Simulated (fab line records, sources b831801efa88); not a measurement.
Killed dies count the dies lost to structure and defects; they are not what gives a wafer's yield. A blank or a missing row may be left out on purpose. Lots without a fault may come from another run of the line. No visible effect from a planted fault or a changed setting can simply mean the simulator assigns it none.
A single fault, viewed from 2 desks	flow gf180mcu	what lay behind the numbers comes last; until then each desk has only its own

## AT THE TOOL OWNER'S DESK: pecvd-01
The tool's own readings at GF_MIM_CVD_05 (deposits Si3N4, target thk 42 nm, time 29.086 s): means of the sampled wafers that have a number, for each lot that ran on this tool. Any lot whose mean is over 4 standard deviations away from the usual mean is out of limits and marked OUT; that distance is given in the brackets.
Columns: A = heater_power_w at GF_MIM_CVD_05, usual 659 W; B = susceptor_temp_C at GF_MIM_CVD_05, usual 385.01 C
lot	first seen here	A	B
L876	day 27 04:32	636	385.07
L877	day 27 15:35	646	385.06
L884	day 30 05:54	631	385.07
L888	day 30 15:53	641	384.75
L890	day 31 16:20	609	385.05
This desk found nothing out of limits on any of the 5 lots.

## THE METROLOGY DESK
Means of the sampled wafers that have a number, per lot and without regard to the tool the lot ran on: this is what the gauges read. Any lot whose mean is over 4 standard deviations away from the usual mean is out of limits and marked OUT; that distance is given in the brackets.
Columns: A = MIM_CVD_05_THK at GF_MIM_THK_MEAS_06, usual 42.1 nm
lot	first seen here	A
L867	day 24 04:43	42.4
L868	day 24 17:39	42.1
L876	day 27 04:35	55.3 (+24) OUT
L877	day 27 15:38	55.0 (+23) OUT
L882	day 29 01:55	42.6
L884	day 30 05:57	42.8
L885	day 30 07:39	41.9
L886	day 30 13:00	41.9
L887	day 30 13:56	41.4
L888	day 30 15:55	42.1
L889	day 31 07:20	41.6
L890	day 31 16:22	41.8
This desk finds L876, L877 out of limits, with the earliest case on L876 at day 27 04:35 (MIM_CVD_05_THK at GF_MIM_THK_MEAS_06). In limits: L867, L868, L882, L884, L885, L886, L887, L888, L889, L890.

## PUT TOGETHER
At day 27 04:35 the metrology desk could have sounded an alarm, on L876, L877.
Nothing out of limits was seen by the tool owner's desk.
The tool owner's desk has L876, L877 on record, within its limits.
All the named lots went through GF_MIM_CVD_05 on pecvd-01.

## WHAT THE SIMULATOR PUT IN
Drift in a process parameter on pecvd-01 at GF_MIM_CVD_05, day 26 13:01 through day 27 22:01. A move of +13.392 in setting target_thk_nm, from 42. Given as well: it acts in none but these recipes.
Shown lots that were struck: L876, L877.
Hours from the fault's start to each desk's first reading out of limits: the metrology desk, 16.
